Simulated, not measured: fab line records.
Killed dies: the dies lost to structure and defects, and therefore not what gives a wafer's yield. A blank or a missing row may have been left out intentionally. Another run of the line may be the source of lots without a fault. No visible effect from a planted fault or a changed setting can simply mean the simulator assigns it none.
Which tool was responsible?    flow sky130    24 wafers from 8 lots sampled at 2 of the route's 708 steps

## WHAT THE GAUGES SHOWED, per wafer
SKY_LDD_P_TW_MEAS_11.
lot   measured      on            LDD_P_TW
L478  day 18 10:23  filmMetro-01  642.4 642.5 643.6
L479  day 19 03:32  filmMetro-03  636.7 638.0 632.8
L480  day 19 13:53  filmMetro-03  633.2 635.8 637.4
L481  day 20 05:37  filmMetro-01  636.7 638.8 635.5
L485  day 21 12:55  filmMetro-01  1058.3 1051.3 1050.4
L486  day 21 22:23  filmMetro-04  1059.3 1064.0 1064.5
L487  day 22 11:35  filmMetro-01  1056.0 1058.5 1057.3
L488  day 22 16:14  filmMetro-04  1048.9 1052.4 1050.1

## WHAT TOOL EACH LOT RAN ON (gives the tool, then ch and the chambers of the sampled wafers, and finally the start)
lot   SKY_LDD_P_IMPLANT_09
L478  implanter-04 ch 0, day 18 10:09
L479  implanter-02 ch 0, day 19 03:18
L480  implanter-04 ch 0, day 19 13:40
L481  implanter-02 ch 0, day 20 05:22
L485  implanter-01 ch 0, day 21 12:40
L486  implanter-04 ch 0, day 21 22:08
L487  implanter-01 ch 0, day 22 11:20
L488  implanter-02 ch 0, day 22 16:00
- SKY_LDD_P_IMPLANT_09

## THE ANSWER, worked out from the rows above alone
Rule: what is usual is taken from the lots themselves. Put in order of their means at a reading, lots are off if they are a third of the lots or fewer, leave a main group of 4 or more, and stand apart from it by a gap of 3 or more times the standard deviation of the main group's means; of several such gaps the widest counts. A main group is skipped when, at the precision printed for the reading in the tables above, its means are all equal. A lot without any number at a reading at which 4 lots or more have one is off too. All remaining lots with rows at the step are treated as sound.
Nothing can be told from this: no lot is off at any reading shown.

## WHAT HAD BEEN PUT IN BY THE SIMULATOR
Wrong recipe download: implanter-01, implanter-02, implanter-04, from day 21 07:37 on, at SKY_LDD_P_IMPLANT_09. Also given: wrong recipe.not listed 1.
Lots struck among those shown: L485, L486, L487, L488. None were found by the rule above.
